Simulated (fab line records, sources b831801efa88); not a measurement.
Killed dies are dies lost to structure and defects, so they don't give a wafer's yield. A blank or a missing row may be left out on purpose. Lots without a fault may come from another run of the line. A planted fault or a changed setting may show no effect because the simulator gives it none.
Which tool did it? | flow gf180mcu | 12 lots, 36 wafers sampled, at 5 steps of a route of 602

WHAT THE GAUGES READ, wafer by wafer
GF_V4_CD_MEAS_14: target cd 260 nm. Usual: cd_nm 259.7 nm, standard deviation 1.2.
lot  | measured     | on        | cd_nm (nm)        | flag
L837 | day 24 10:56 | cd_sem-01 | 257.7 256.3 257.1 |
L839 | day 24 21:47 | cd_sem-01 | 258.6 258.1 260.2 |
L840 | day 25 17:32 | cd_sem-02 | 260.0 260.4 261.4 |
L843 | day 26 09:29 | cd_sem-01 | 257.3 259.7 259.8 |
L842 | day 26 10:31 | cd_sem-02 | 259.9 259.9 258.7 |
L845 | day 27 06:32 | cd_sem-02 | 259.5 259.0 259.0 |
L847 | day 27 19:26 | cd_sem-02 | 259.5 260.4 259.3 |
L848 | day 28 05:53 | cd_sem-01 | 260.1 258.7 259.6 |
L849 | day 28 22:22 | cd_sem-02 | 260.6 260.2 260.9 |
L856 | day 30 06:55 | cd_sem-02 | 257.9 258.3 258.9 |
L858 | day 30 22:18 | cd_sem-01 | 259.3 258.8 259.7 |
L860 | day 31 07:54 | cd_sem-02 | 258.7 259.7 259.7 |

GF_V4_OVL_MEAS_15. Usual: V4_OVL -1 nm, standard deviation 5.3.
lot  | measured     | on         | V4_OVL (nm) | flag
L837 | day 24 11:01 | overlay-01 | -8 -7 -6    |
L839 | day 24 21:54 | overlay-02 | 1 1 4       |
L840 | day 25 17:37 | overlay-02 | 4 0 -4      |
L843 | day 26 09:36 | overlay-01 | -5 -8 3     |
L842 | day 26 10:38 | overlay-01 | 7 7 4       |
L845 | day 27 06:39 | overlay-01 | 0 -12 -15   |
L847 | day 27 19:33 | overlay-01 | 0 4 -7      |
L848 | day 28 07:10 | overlay-01 | 3 10 5      |
L849 | day 28 22:29 | overlay-01 | 2 -8 -2     |
L856 | day 30 07:02 | overlay-01 | -7 -4 0     |
L858 | day 30 22:25 | overlay-02 | 3 -10 -2    |
L860 | day 31 08:01 | overlay-01 | 1 1 5       |

GF_V5_RS_MEAS_24: measures by four-point-probe. Usual: V5_W_RS 0.330 ohm/sq, standard deviation 0.0032.
lot  | measured     | on            | V5_W_RS (ohm/sq)  | flag
L837 | day 27 06:08 | film_metro-01 | 0.328 0.330 0.330 |
L839 | day 27 22:33 | film_metro-01 | 0.333 0.327 0.328 |
L840 | day 28 11:46 | film_metro-01 | 0.332 0.331 0.334 |
L843 | day 29 03:52 | film_metro-02 | 0.332 0.329 0.330 |
L842 | day 29 05:16 | film_metro-02 | 0.331 0.332 0.330 |
L845 | day 29 22:29 | film_metro-04 | 0.336 0.334 0.334 |
L847 | day 30 07:32 | film_metro-01 | 0.327 0.340 0.328 |
L848 | day 30 21:41 | film_metro-04 | 0.334 0.342 0.331 |
L849 | day 31 10:03 | film_metro-02 | 0.329 0.329 0.332 |
L856 | day 32 15:59 | film_metro-01 | 0.330 0.332 0.336 |
L858 | day 33 04:23 | film_metro-04 | 0.325 0.326 0.327 |
L860 | day 33 14:36 | film_metro-01 | 0.328 0.328 0.331 |

WHICH TOOL RAN EACH LOT (tool, then ch and the chambers of the sampled wafers, then the start)
lot  | GF_V5_STRIP_18                       | GF_V5_CVD_23
L837 | plasma_asher-02 ch 0,1, day 27 05:23 | cvd_w-02 ch 0,1, day 27 06:01
L839 | plasma_asher-01 ch 0,1, day 27 21:47 | cvd_w-02 ch 0,1, day 27 22:25
L840 | plasma_asher-04 ch 0,1, day 28 11:01 | cvd_w-01 ch 0,1, day 28 11:39
L843 | plasma_asher-02 ch 0,1, day 29 03:07 | cvd_w-02 ch 0,1, day 29 03:44
L842 | plasma_asher-01 ch 0,1, day 29 04:29 | cvd_w-01 ch 0,1, day 29 05:09
L845 | plasma_asher-01 ch 0,1, day 29 21:23 | cvd_w-01 ch 0,1, day 29 22:22
L847 | plasma_asher-02 ch 0,1, day 30 06:46 | cvd_w-02 ch 0,1, day 30 07:26
L848 | plasma_asher-04 ch 0,1, day 30 20:56 | cvd_w-02 ch 0,1, day 30 21:34
L849 | plasma_asher-02 ch 0,1, day 31 09:18 | cvd_w-01 ch 0,1, day 31 09:56
L856 | plasma_asher-01 ch 0,1, day 32 15:14 | cvd_w-01 ch 0,1, day 32 15:52
L858 | plasma_asher-02 ch 1, day 33 03:38   | cvd_w-01 ch 0,1, day 33 04:16
L860 | plasma_asher-02 ch 1, day 33 13:44   | cvd_w-01 ch 0,1, day 33 14:28
- GF_V5_STRIP_18: strips in O2/N2.
- GF_V5_CVD_23: deposits W, target thk 350 nm, time 104.9 s.

WHAT THE TOOLS THEMSELVES READ (means of the sampled wafers that have a number; where no wafer has one, the mark that the record gives instead)
GF_V5_STRIP_18. Usual: drypump_motor_current_A 5.6 A, standard deviation 0.32; heater_power_w 351 W, standard deviation 26; oes_product_au 0.570 a.u., standard deviation 0.0051.
lot  | tool            | drypump_motor_current_A (A) | heater_power_w (W) | oes_product_au (a.u.) | flag
L837 | plasma_asher-02 | 5.9                         | 352                | 0.572                 |
L839 | plasma_asher-01 | 5.7                         | 360                | 0.571                 |
L840 | plasma_asher-04 | 5.2                         | 354                | 0.575                 |
L843 | plasma_asher-02 | 5.7                         | 338                | 0.570                 |
L842 | plasma_asher-01 | 5.7                         | 345                | 0.567                 |
L845 | plasma_asher-01 | 5.7                         | 360                | 0.574                 |
L847 | plasma_asher-02 | 5.7                         | 341                | 0.571                 |
L848 | plasma_asher-04 | 5.2                         | 355                | 0.569                 |
L849 | plasma_asher-02 | 5.7                         | 339                | 0.565                 |
L856 | plasma_asher-01 | 5.7                         | 361                | 0.570                 |
L858 | plasma_asher-02 | 5.6                         | 327                | 0.568                 |
L860 | plasma_asher-02 | 5.6                         | 329                | 0.572                 |

GF_V5_CVD_23. Usual: chamber_pressure_Torr 39.99 Torr, standard deviation 0.091; heater_power_w 793 W, standard deviation 83; susceptor_temp_C 400.01 C, standard deviation 0.23.
lot  | tool     | chamber_pressure_Torr (Torr) | heater_power_w (W) | susceptor_temp_C (C) | flag
L837 | cvd_w-02 | 39.91                        | 757                | 399.87               |
L839 | cvd_w-02 | 40.09                        | 718                | 399.79               |
L840 | cvd_w-01 | 40.04                        | 868                | 399.76               |
L843 | cvd_w-02 | 40.06                        | 751                | 399.87               |
L842 | cvd_w-01 | 40.07                        | 812                | 400.21               |
L845 | cvd_w-01 | 40.01                        | 863                | 400.44               |
L847 | cvd_w-02 | 38.93                        | 720                | 399.85               | OFF
L848 | cvd_w-02 | 38.95                        | 717                | 399.96               | OFF
L849 | cvd_w-01 | 40.04                        | 813                | 400.02               |
L856 | cvd_w-01 | 39.94                        | 825                | 400.33               |
L858 | cvd_w-01 | 39.98                        | 861                | 400.09               |
L860 | cvd_w-01 | 40.06                        | 863                | 399.83               |

THE ANSWER, worked out from the rows above alone
Rule: a lot is off if the mean of its wafers that have a number lies more than 3 standard deviations from the usual mean. A lot without any number at a reading at which 4 lots or more have one is off too. The other lots that the step has rows for count as sound. The gauges are gone through in route order, then the tools' own readings, and for those a lot's mean is taken as printed above. The first step at which some lot is off is used, and at that step the reading that is off furthest; a lot without a number counts as furthest.
Off: L847, L848, at GF_V5_CVD_23 (chamber_pressure_Torr).
A tool fits if, at that step or a process step before it, it ran every lot that is off, and no sound lot after the first of them. One fits: cvd_w-02 at GF_V5_CVD_23. Its last sound lot is L843 (day 29 03:44), its first lot that is off L847 (day 30 07:26): a fault that began between those two fits.
The tool's own readings at GF_V5_CVD_23 bear it out: on the lots that are off they differ by more than 5 times the standard deviation of the sound lots' means. chamber_pressure_Torr reads 38.94 Torr there against 40.02 Torr on the sound lots.

WHAT THE SIMULATOR HAD PUT IN
Process parameter drift: cvd_w-02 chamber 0, from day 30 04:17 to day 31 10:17, at GF_V5_CVD_23. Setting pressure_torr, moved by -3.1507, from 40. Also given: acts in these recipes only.
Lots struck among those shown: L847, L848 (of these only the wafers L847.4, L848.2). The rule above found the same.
